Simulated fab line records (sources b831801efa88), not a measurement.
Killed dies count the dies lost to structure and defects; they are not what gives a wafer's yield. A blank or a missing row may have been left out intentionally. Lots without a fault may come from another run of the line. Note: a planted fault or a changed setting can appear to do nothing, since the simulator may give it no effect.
fab line records	flow sky130
[record] lots = 6	wafers = 18	lastDay = 50
route steps=708 shown SD_N@350 SD_P@359 RES_XHIGH@360 SALICIDE@361 LI_CONTACT@362 PAD_OPEN@708
lots untouched by any fault: they come from a run of this same line in which no faults occurred
startH: start of the lot's first displayed wafer, in hours after the record's first day	waitH: hours elapsed since this lot's preceding step	" unchanged from the row above	L1.1+2: several wafers, shown together as one row	- either no value or no given start	* or withheld: withheld	< > ~ a bound
route shown NAME@n: names a module that has steps shown in the file, with the first one's number in the route	usual: the fault-free wafers' mean and standard deviation	same: alike in all rows	chamber/n: place in a boat	sites: each site's reading	_std_site: standard deviation of those values	_edge_site: outer sites' mean less inner sites'	radiusMm: for every site, how far away it sits from the centre of the wafer	mask NAME#n: copy n	behind: the last tool/chamber to shape the wafer	hold: cause of the lot's hold/its duration in hours/its outcome	device: which transistor (n, p or np) failed to switch	end of line: the tests these same wafers got at the end of their route	step lacking rows: just its recipe	killed: at the first sort, the dies lost to defects and structure; wafer yield is something else	map: dies across one wafer; x = killed, . = not, _ = none there
set.NAME: the setting the step ran with; set.NAME@STEP: the setting that earlier step ran with	model.NAME: the simulator's own value behind a step, which no gauge read
lots seen at some steps along the route; tables by step, rows by wafer
services: a tool's chamber out of use, with start hour (startH, from the record's first day; less than 0 if before it), hours out, and reason
[[steps]]
[step SKY_SD_N_OVL_MEAS_08]
[usual] SD_N_OVL = -0.1/1.2
lot.wafer	tool	chamber	startH	waitH	SD_N_OVL[nm]
L868.1	overlay-02	-	667.18	0.1	0.2
L868.4	"	-	"	"	0.0
L868.6	"	-	"	"	-1.6
L875.2	overlay-02	-	722.18	0.1	-0.3
L875.4	"	-	"	"	1.2
L875.5	"	-	"	"	1.1
L876.1	overlay-01	-	726.87	0.1	-1.0
L876.2	"	-	"	"	-0.8
L876.3	"	-	"	"	-0.6
L886.2	overlay-02	-	808.38	0.1	1.0
L886.3	"	-	"	"	0.2
L886.4	"	-	"	"	2.0
L888.3	overlay-02	-	818.55	0.1	-1.3
L888.4	"	-	"	"	-0.3
L888.6	"	-	"	"	-1.4
L889.1	overlay-01	-	824.67	0.1	-1.1
L889.2	"	-	"	"	0.4
L889.4	"	-	"	"	-1.2
[step SKY_SD_N_IMPLANT_09]
[recipe] species = As	energyKev = 50	doseCm2 = 4e+15	tiltDeg = 0
[step SKY_SD_N_IMPLANT_10]
[recipe] species = P	energyKev = 20	doseCm2 = 1e+14	tiltDeg = 0
[step SKY_SD_N_STRIP_11]
[recipe] chemistry = O2/N2	powerW = 1400	pressureMtorr = 1500	platenTempC = withheld	o2FlowSccm = 3000	n2FlowSccm = 300	overashFraction = 0.5
[usual] drypumpMotorCurrentA = 6.0/0.65	oesProductAu = 0.528/0.005	stripTimeToEndpointS = 22.55/0.043
lot.wafer	tool	chamber	startH	waitH	drypumpMotorCurrentA	oesProductAu	rfHoursCounterH	stripTimeToEndpointS
L868.1	plasmaAsher-04	1	667.51	0.1	6.5	0.528	24	22.56
L868.4	"	1	"	"	6.4	0.529	-	22.54
L868.6	"	1	"	"	6.5	0.534	-	22.54
L875.2	plasmaAsher-04	1	722.51	0.1	6.5	0.529	29	22.53
L875.4	"	0	"	"	6.4	0.522	-	22.49
L875.5	"	1	"	"	6.5	0.528	-	22.52
L876.1	plasmaAsher-04	1	727.21	0.1	6.4	0.529	30	22.52
L876.2	"	0	"	"	6.5	0.522	30	22.51
L876.3	"	1	"	"	6.4	0.522	-	22.49
L886.2	plasmaAsher-04	1	808.71	0.1	6.4	0.526	35	22.52
L886.3	"	0	"	"	6.4	0.524	-	22.53
L886.4	"	1	"	"	6.4	0.522	-	22.48
L888.3	plasmaAsher-04	1	818.91	0.1	6.4	0.534	-	22.59
L888.4	"	0	"	"	6.4	0.533	-	22.57
L888.6	"	1	"	"	6.4	0.530	-	22.52
L889.1	plasmaAsher-02	1	825.01	0.1	4.9	0.524	70	22.49
L889.2	"	0	"	"	6.6	0.527	70	22.55
L889.4	"	1	"	"	4.9	0.535	-	22.50
[step SKY_SD_N_TW_MEAS_12]
[usual] SD_N_TW = 4037/37
lot.wafer	tool	chamber	startH	waitH	SD_N_TW
L868.1	filmMetro-04	-	667.61	0.1	3988
L868.4	"	-	"	"	3999
L868.6	"	-	"	"	3990
L875.2	filmMetro-01	-	722.62	0.1	4040
L875.4	"	-	"	"	4026
L875.5	"	-	"	"	4011
L876.1	filmMetro-04	-	727.31	0.1	4019
L876.2	"	-	"	"	4011
L876.3	"	-	"	"	4012
L886.2	filmMetro-04	-	808.82	0.1	4016
L886.3	"	-	"	"	4015
L886.4	"	-	"	"	4010
L888.3	filmMetro-02	-	819.00	0.1	4085
L888.4	"	-	"	"	4090
L888.6	"	-	"	"	4094
L889.1	filmMetro-01	-	825.11	0.1	4024
L889.2	"	-	"	"	4020
L889.4	"	-	"	"	4020
[step SKY_SD_N_CLEAN_13]
[recipe] chemistry = SC1/SC2	mix = 1:4:20	tempC = 70	timeS = 150	dry = n2Spin
[step SKY_SD_N_RTA_14]
[recipe] tempC = 1075	timeS = 2	idleTempC = 650	rampUpCPerS = 150	rampDownCPerS = 90	ambient = N2
[usual] lampPowerPct = 15.74/0.05	wafer_temp_C_max = 1078.0/1.4
lot.wafer	tool	chamber	startH	waitH	lampPowerPct	wafer_temp_C_max
L868.1	rtpAnneal-01	0	667.72	0.0	15.70	1077.5
L868.4	"	0	"	"	15.77	1081.1
L868.6	"	0	"	"	15.82	1077.0
L875.2	rtpAnneal-02	0	722.73	0.0	15.77	1078.0
L875.4	"	0	"	"	15.68	1077.6
L875.5	"	0	"	"	15.67	1077.4
L876.1	rtpAnneal-01	0	727.43	0.0	15.76	1077.8
L876.2	"	0	"	"	15.80	1077.9
L876.3	"	0	"	"	15.80	1078.2
L886.2	rtpAnneal-01	0	808.93	0.0	15.76	1077.3
L886.3	"	0	"	"	15.76	1077.0
L886.4	"	0	"	"	15.83	1076.2
L888.3	rtpAnneal-01	0	819.11	0.0	15.67	1079.6
L888.4	"	0	"	"	15.70	1079.3
L888.6	"	0	"	"	15.65	1076.1
L889.1	rtpAnneal-02	0	825.22	0.0	15.78	1079.7
L889.2	"	0	"	"	15.78	1079.3
L889.4	"	0	"	"	15.77	1077.2
[step SKY_SD_N_RS_MEAS_16]
[recipe] thkMeasGauge = four-point-probe
[usual] SD_N_RS = 68.51/0.11
lot.wafer	tool	chamber	startH	waitH	SD_N_RS[ohm/sq]
L868.1	filmMetro-02	-	667.90	0.1	68.67
L868.4	"	-	"	"	68.65
L868.6	"	-	"	"	68.50
L875.2	filmMetro-02	-	722.92	0.1	68.50
L875.4	"	-	"	"	68.41
L875.5	"	-	"	"	68.60
L876.1	filmMetro-02	-	727.65	0.1	68.43
L876.2	"	-	"	"	68.45
L876.3	"	-	"	"	68.51
L886.2	filmMetro-04	-	809.12	0.1	68.54
L886.3	"	-	"	"	68.69
L886.4	"	-	"	"	68.55
L888.3	filmMetro-04	-	819.31	0.1	68.67
L888.4	"	-	"	"	68.46
L888.6	"	-	"	"	68.48
L889.1	filmMetro-04	-	825.39	0.1	68.65
L889.2	"	-	"	"	68.52
L889.4	"	-	"	"	68.72
[step SKY_SD_N_RS_MEAS_17]
[recipe] thkMeasGauge = four-point-probe
[usual] SD_P_RS = 147.0/0.34
lot.wafer	tool	chamber	startH	waitH	SD_P_RS[ohm/sq]
L868.1	filmMetro-02	-	668.02	0.1	147.3
L868.4	"	-	"	"	147.7
L868.6	"	-	"	"	147.1
L875.2	filmMetro-02	-	723.04	0.1	146.9
L875.4	"	-	"	"	146.4
L875.5	"	-	"	"	146.4
L876.1	filmMetro-02	-	727.77	0.1	146.9
L876.2	"	-	"	"	147.0
L876.3	"	-	"	"	147.1
L886.2	filmMetro-04	-	809.24	0.1	147.3
L886.3	"	-	"	"	147.5
L886.4	"	-	"	"	146.6
L888.3	filmMetro-04	-	819.43	0.1	146.9
L888.4	"	-	"	"	146.2
L888.6	"	-	"	"	147.0
L889.1	filmMetro-04	-	825.51	0.1	147.7
L889.2	"	-	"	"	146.9
L889.4	"	-	"	"	147.6
[step SKY_SD_N_RS_MEAS_18]
[recipe] thkMeasGauge = four-point-probe
[usual] RES_XHIGH_RS = 333.0/1.2
lot.wafer	tool	chamber	startH	waitH	RES_XHIGH_RS[ohm/sq]
L868.1	filmMetro-02	-	668.14	0.1	332.8
L868.4	"	-	"	"	333.3
L868.6	"	-	"	"	332.9
L875.2	filmMetro-02	-	723.16	0.1	332.0
L875.4	"	-	"	"	332.3
L875.5	"	-	"	"	332.2
L876.1	filmMetro-02	-	727.89	0.1	331.4
L876.2	"	-	"	"	332.5
L876.3	"	-	"	"	332.0
L886.2	filmMetro-04	-	809.36	0.1	331.9
L886.3	"	-	"	"	333.1
L886.4	"	-	"	"	333.9
L888.3	filmMetro-04	-	819.55	0.1	331.8
L888.4	"	-	"	"	333.6
L888.6	"	-	"	"	333.2
L889.1	filmMetro-04	-	825.63	0.1	333.7
L889.2	"	-	"	"	332.1
L889.4	"	-	"	"	333.2
[step SKY_SALICIDE_CLEAN_00]
[recipe] chemistry = HF-last	timeS = 30	dilution = 100:1	dry = ipaMarangoni
[step SKY_LI_CONTACT_HDPCVD_00]
[recipe] material = PSG	targetThkNm = 930	sigmaOpenFrac = 0.3	timeS = 155	tempC = 600	sih4FlowSccm = 60	pressureMtorr = 6
[usual] runLengthS = 183.2/0.56
lot.wafer	tool	chamber	startH	waitH	runLengthS	model.PSG_of_LI_CONTACT_HDPCVD_00.thkNm
L868.1	hdpcvd-02	1	668.27	0.0	183.6	927.8
L868.4	"	1	"	"	183.6	932.1
L868.6	"	0	"	"	182.9	928.3
L875.2	hdpcvd-01	1	723.28	0.0	189.1	980.3
L875.4	"	2	"	"	188.6	978.1
L875.5	"	1	"	"	189.6	977.1
L876.1	hdpcvd-01	0	728.03	0.0	188.0	980.1
L876.2	"	1	"	"	188.7	967
L876.3	"	2	"	"	188.5	967.5
L886.2	hdpcvd-02	1	809.48	0.0	183.8	923.6
L886.3	"	0	"	"	182.9	924.9
L886.4	"	0	"	"	183.9	925.8
L888.3	hdpcvd-01	1	819.64	0.0	183.6	951.4
L888.4	"	1	"	"	183.8	948.9
L888.6	"	0	"	"	182.0	942.8
L889.1	hdpcvd-02	0	825.77	0.0	182.9	922.9
L889.2	"	2	"	"	183.3	924.7
L889.4	"	1	"	"	184.0	929.5
[step SKY_LI_CONTACT_THK_MEAS_01]
[recipe] reads = PSG_of_LI_CONTACT_HDPCVD_00
[usual] LI_CONTACT_HDPCVD_THK = 935/9.7
lot.wafer	tool	chamber	startH	waitH	hold	LI_CONTACT_HDPCVD_THK[nm]
L868.1	filmMetro-04	-	668.43	0.1	-	927
L868.4	"	-	"	"	-	932
L868.6	"	-	"	"	-	928
L875.2	filmMetro-04	-	723.39	0.1	awaitDispo/0.2h/release	979
L875.4	"	-	"	"	awaitDispo/0.2h/release	979
L875.5	"	-	"	"	awaitDispo/0.2h/release	978
L875.2	filmMetro-04	-	723.61	0.2	-	980
L875.4	"	-	"	"	-	979
L875.5	"	-	"	"	-	977
L876.1	filmMetro-02	-	728.13	0.1	awaitDispo/0.2h/release	980
L876.2	"	-	"	"	awaitDispo/0.2h/release	968
L876.3	"	-	"	"	awaitDispo/0.2h/release	968
L876.1	filmMetro-02	-	728.36	0.2	-	980
L876.2	"	-	"	"	-	967
L876.3	"	-	"	"	-	968
L886.2	filmMetro-01	-	809.59	0.1	-	924
L886.3	"	-	"	"	-	924
L886.4	"	-	"	"	-	926
L888.3	filmMetro-01	-	819.77	0.1	-	951
L888.4	"	-	"	"	-	950
L888.6	"	-	"	"	-	942
L889.1	filmMetro-02	-	825.90	0.1	-	923
L889.2	"	-	"	"	-	925
L889.4	"	-	"	"	-	929
[step SKY_LI_CONTACT_CMP_02]
[recipe] material = PSG	downForcePsi = 4	platenRpm = 60	padVelocityMS = 0.94248
[usual] motorCurrentA = 13.6/1.1	retainingRingPressureFrac = 1.000/0.0053	timeToEndpointS = 34.2/2.3
lot.wafer	tool	chamber	startH	waitH	hold	motorCurrentA	retainingRingPressureFrac	timeToEndpointS
L868.4	cmp-02	2	668.59	0.1	-	14.6	1.004	34.2
L868.1	"	3	"	"	-	13.6	0.992	33.4
L868.6	"	1	"	"	-	14.4	1.000	33.3
L875.2	cmp-01	3	729.03	5.4	awaitDispo/4.8h/release	11.0	1.001	39.5
L875.4	"	1	"	"	awaitDispo/4.8h/release	12.4	1.003	39.1
L875.5	"	2	"	"	awaitDispo/4.8h/release	14.4	1.000	40.3
L876.1	cmp-02	2	733.20	4.8	awaitDispo/4.8h/release	14.2	1.005	41.8
L876.3	"	0	"	"	awaitDispo/4.8h/release	14.3	1.000	40.1
L876.2	"	1	"	"	awaitDispo/4.8h/release	13.6	0.997	39.9
L886.3	cmp-01	2	809.64	0.0	-	14.0	0.999	31.0
L886.2	"	3	"	"	-	10.5	0.998	32.5
L886.4	"	1	"	"	-	11.8	1.005	32.2
L888.3	cmp-01	3	819.92	0.1	-	11.1	1.013	36.4
L888.4	"	0	"	"	-	12.1	0.994	34.9
L888.6	"	1	"	"	-	12.1	1.000	35.6
L889.2	cmp-02	1	826.01	0.1	-	13.9	0.997	31.3
L889.1	"	2	"	"	-	15.1	0.998	32.7
L889.4	"	3	"	"	-	14.3	0.995	33.0
[step SKY_PAD_OPEN_PROBE_99]
[usual] killed_at_M0_to_M3 = 43/7.6	killed_at_M4_up = 2.9/1.7	killedAtContacts = 24/5.5	killedAtFrontEnd = 15/4.2	killedAtOther = 0.3/0.52	killedDies = 86/9.4	killedOpen = 47/7	killedShort = 39/6.4
[same] grossDies = 492	killedAtBackSide = 0
lot.wafer	tool	chamber	startH	waitH	killed_at_M0_to_M3	killed_at_M4_up	killedAtContacts	killedAtFrontEnd	killedAtOther	killedDies	killedOpen	killedShort
L868.1	prober-01	-	1091.23	0.1	42	4	18	18	2	84	45	39
L868.4	prober-01	-	1091.38	0.2	52	1	30	13	0	96	58	38
L868.6	prober-01	-	1091.48	0.2	56	1	25	20	0	102	59	43
L875.2	prober-01	-	1130.69	0.1	50	2	19	10	0	81	40	41
L875.4	prober-01	-	1130.79	0.2	43	7	25	18	1	94	41	52
L875.5	prober-01	-	1130.84	0.2	30	4	37	16	0	87	51	36
L876.1	prober-02	-	1137.20	0.1	50	6	16	6	1	79	43	36
L876.2	prober-02	-	1137.25	0.1	45	4	24	15	0	88	38	48
L876.3	prober-02	-	1137.30	0.2	42	2	26	14	0	84	41	43
L886.2	prober-02	-	1190.18	0.1	34	4	19	19	0	76	40	36
L886.3	prober-02	-	1190.23	0.2	39	2	26	10	0	77	43	34
L886.4	prober-02	-	1190.28	0.2	49	2	23	20	0	94	46	48
L888.3	prober-02	-	1195.98	0.2	36	5	30	11	1	83	53	30
L888.4	prober-02	-	1196.03	0.2	37	2	23	13	1	76	41	33
L888.6	prober-02	-	1196.13	0.2	34	2	24	16	1	77	40	36
L889.1	prober-01	-	1198.83	0.1	42	3	20	25	0	90	51	38
L889.2	prober-01	-	1198.88	0.1	47	2	21	16	0	86	40	44
L889.4	prober-01	-	1198.98	0.2	47	3	12	15	0	77	40	37
// killed by level:class
L868.1 CONTACT:geometricParticle:open=10 VIA1:geometricParticle:short=10 VIA1:geometricParticle:open=8 FIELD_ISO:geometricParticle:open=7 VIA3:geometricParticle:open=7 METAL2:geometricParticle:short=7 FIELD_ISO:geometricParticle:short=5 VIA2:geometricParticle:open=5
L868.4 VIA1:geometricParticle:open=14 CONTACT:geometricParticle:open=13 VIA2:geometricParticle:open=9 LI_CONTACT:geometricParticle:open=7 VIA3:geometricParticle:open=7 METAL1:geometricParticle:short=6 POLY_GATE:geometricParticle:short=5 CONTACT:geometricParticle:short=5
L868.6 LI_CONTACT:geometricParticle:open=11 METAL1:geometricParticle:short=10 VIA2:geometricParticle:open=9 CONTACT:geometricParticle:open=8 VIA1:geometricParticle:open=8 VIA3:geometricParticle:open=6 FIELD_ISO:geometricParticle:short=5 METAL2:geometricParticle:short=5
L875.2 METAL1:geometricParticle:short=11 VIA1:geometricParticle:open=11 VIA3:geometricParticle:open=9 LOCAL_INTERCONNECT:geometricParticle:short=7 CONTACT:geometricParticle:open=6 METAL2:geometricParticle:short=5 VIA2:geometricParticle:open=5 LI_CONTACT:geometricParticle:open=4
L875.4 VIA1:geometricParticle:open=9 METAL1:geometricParticle:short=8 CONTACT:geometricParticle:short=7 VIA2:geometricParticle:open=7 FIELD_ISO:geometricParticle:short=6 LOCAL_INTERCONNECT:geometricParticle:short=6 CONTACT:geometricParticle:open=6 METAL2:geometricParticle:short=6
L875.5 CONTACT:geometricParticle:open=22 POLY_GATE:geometricParticle:short=7 VIA2:geometricParticle:open=6 LI_CONTACT:geometricParticle:open=5 LOCAL_INTERCONNECT:geometricParticle:short=4 CONTACT:geometricParticle:short=4 METAL2:geometricParticle:short=4 VIA3:geometricParticle:open=4
L876.1 VIA1:geometricParticle:open=11 VIA3:geometricParticle:open=8 CONTACT:geometricParticle:open=7 METAL2:geometricParticle:short=7 VIA2:geometricParticle:open=6 METAL4:geometricParticle:short=5 LI_CONTACT:geometricParticle:open=4 METAL1:geometricParticle:short=4
L876.2 VIA1:geometricParticle:open=13 CONTACT:geometricParticle:open=10 POLY_GATE:geometricParticle:short=7 METAL1:geometricParticle:short=6 METAL2:geometricParticle:short=6 FIELD_ISO:geometricParticle:short=5 CONTACT:geometricParticle:short=5 LOCAL_INTERCONNECT:geometricParticle:short=4
L876.3 CONTACT:geometricParticle:open=10 METAL1:geometricParticle:short=8 LI_CONTACT:geometricParticle:open=7 VIA1:geometricParticle:short=7 CONTACT:geometricParticle:short=6 VIA3:geometricParticle:open=5 FIELD_ISO:geometricParticle:open=4 VIA1:geometricParticle:open=4
L886.2 VIA1:geometricParticle:open=8 POLY_GATE:geometricParticle:short=7 LI_CONTACT:geometricParticle:open=7 VIA2:geometricParticle:open=7 VIA3:geometricParticle:open=6 FIELD_ISO:geometricParticle:open=4 METAL1:geometricParticle:short=4 VIA1:geometricParticle:short=4
L886.3 CONTACT:geometricParticle:open=13 VIA1:geometricParticle:open=10 METAL2:geometricParticle:short=8 METAL1:geometricParticle:short=6 VIA3:geometricParticle:open=5 FIELD_ISO:geometricParticle:short=4 VIA2:geometricParticle:open=4 LI_CONTACT:geometricParticle:open=3
L886.4 VIA3:geometricParticle:open=9 VIA1:geometricParticle:open=8 LOCAL_INTERCONNECT:geometricParticle:short=6 CONTACT:geometricParticle:short=6 VIA3:geometricParticle:short=6 CONTACT:geometricParticle:open=6 VIA1:geometricParticle:short=6 FIELD_ISO:geometricParticle:open=5
L888.3 LI_CONTACT:geometricParticle:open=13 CONTACT:geometricParticle:open=8 VIA1:geometricParticle:open=8 VIA1:geometricParticle:short=7 VIA3:geometricParticle:open=6 VIA2:geometricParticle:open=5 POLY_GATE:geometricParticle:open=4 CONTACT:geometricParticle:short=4
L888.4 VIA3:geometricParticle:open=10 CONTACT:geometricParticle:short=7 METAL2:geometricParticle:short=7 LI_CONTACT:geometricParticle:open=6 CONTACT:geometricParticle:open=5 VIA1:geometricParticle:open=5 VIA2:geometricParticle:open=4 FIELD_ISO:geometricParticle:open=3
L888.6 CONTACT:geometricParticle:short=8 CONTACT:geometricParticle:open=7 VIA2:geometricParticle:open=6 VIA1:geometricParticle:open=6 VIA3:geometricParticle:open=5 METAL2:geometricParticle:short=5 FIELD_ISO:geometricParticle:open=4 SPACER:geometricParticle:short=4
L889.1 FIELD_ISO:geometricParticle:open=9 FIELD_ISO:geometricParticle:short=9 VIA1:geometricParticle:open=8 VIA3:geometricParticle:open=8 CONTACT:geometricParticle:open=6 LI_CONTACT:geometricParticle:open=5 LOCAL_INTERCONNECT:geometricParticle:short=5 VIA3:geometricParticle:short=5
L889.2 LI_CONTACT:geometricParticle:open=8 VIA1:geometricParticle:open=8 METAL1:geometricParticle:short=8 VIA3:geometricParticle:open=7 VIA1:geometricParticle:short=6 METAL2:geometricParticle:short=6 FIELD_ISO:geometricParticle:short=5 CONTACT:geometricParticle:open=5
L889.4 METAL2:geometricParticle:short=8 VIA3:geometricParticle:open=7 VIA1:geometricParticle:open=7 VIA2:geometricParticle:open=7 CONTACT:geometricParticle:short=6 METAL1:geometricParticle:short=6 FIELD_ISO:geometricParticle:open=5 POLY_GATE:geometricParticle:short=4
[[services]]
tool	chamber	startH	hours	kind
hdpcvd-02	-	650.75	15.0	pm
hdpcvd-02	0	650.75	15.0	ventCycle
hdpcvd-02	1	650.75	15.0	ventCycle
hdpcvd-02	2	650.75	38.7	ventCycle
cmp-02	-	660.34	4.9	repair
hdpcvd-02	0	665.75	-	clean
hdpcvd-02	1	665.75	-	clean
hdpcvd-02	2	665.75	-	clean
rtpAnneal-02	-	694.20	5.2	pm
cmp-02	-	744.00	4.0	pm
cmp-02	-	748.00	-	consumableReplace:conditioner
cmp-02	-	748.00	-	consumableReplace:pad
plasmaAsher-04	-	770.00	29.4	repair
cmp-01	-	772.80	0.2	repair
cmp-02	-	818.03	0.3	repair
hdpcvd-02	-	822.44	2.8	pm
[[key]]
[firstSign] step = SKY_LI_CONTACT_HDPCVD_00	reading = runLengthS	direction = up	sigmas = 10	usual = *	struck = *
[effect] step = SKY_LI_CONTACT_THK_MEAS_01	reading = visit	direction = added
[modelEffect] step = SKY_LI_CONTACT_HDPCVD_00	value = PSG_of_LI_CONTACT_HDPCVD_00.thkNm	without = 942.2	struck = 975
metAt SKY_LI_CONTACT_HDPCVD_00
struckWafers L875.2,L875.4,L875.5,L876.1,L876.2,L876.3
testerLeftOut L875,L876
[fault] kind = processParameterDrift	tool = hdpcvd-01	chamber = -	onsetH = 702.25	steps = SKY_LI_CONTACT_HDPCVD_00	channel = timeS	offset = *	shape = step	endH = 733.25	actsIn = *	stated = *
// testerLeftOut: of these lots the tester's yield and bins aren't shown, on N5 and GAA mostly nor the transistor test; their killed dies are dies lost to structure and defects alone, not to doping, threshold or leakage, so they don't give the yield
